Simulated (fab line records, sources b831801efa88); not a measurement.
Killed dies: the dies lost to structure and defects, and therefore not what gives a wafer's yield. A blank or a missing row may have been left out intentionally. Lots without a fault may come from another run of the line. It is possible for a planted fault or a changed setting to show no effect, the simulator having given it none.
Which of the tools did it? -- flow gf180mcu -- 7 lots (21 wafers sampled), 1 step of a 602-step route

WHAT EACH GAUGE READ, for each wafer
GF_DNWELL_TW_MEAS_09.
lot,measured,on,DNWELL_TW
L149,day 3 04:34,film metro-02,1333 1336 1335
L155,day 4 13:56,film metro-03,1353 1353 1353
L161,day 5 22:02,film metro-03,1363 1363 1362
L163,day 6 07:56,film metro-04,1345 1354 1351
L166,day 7 00:02,film metro-02,1348 1356 1346
L168,day 7 09:19,film metro-02,1335 1334 1343
L170,day 7 20:50,film metro-02,1334 1329 1332

WHAT TOOL EACH LOT RAN ON (gives the tool, then ch and the chambers of the sampled wafers, and finally the start)
There is no process step in the record ahead of these readings.

THE ANSWER, worked out from the rows above alone
Rule: the lots themselves supply what counts as usual. The widest of any qualifying gaps counts: lots, ordered by their means at a reading, are off when they make up no more than a third of the lots, leave a main group of 4 or more, and stand apart from it by 3 or more times the standard deviation of that group's means. Not used: any main group whose means are identical at the precision the tables above print for the reading. Also off: a lot with no number at a reading for which 4 or more lots have one. The other lots that the step has rows for count as sound.
None of the lots is off at any reading shown; this tells nothing.

WHAT HAD BEEN PUT IN BY THE SIMULATOR
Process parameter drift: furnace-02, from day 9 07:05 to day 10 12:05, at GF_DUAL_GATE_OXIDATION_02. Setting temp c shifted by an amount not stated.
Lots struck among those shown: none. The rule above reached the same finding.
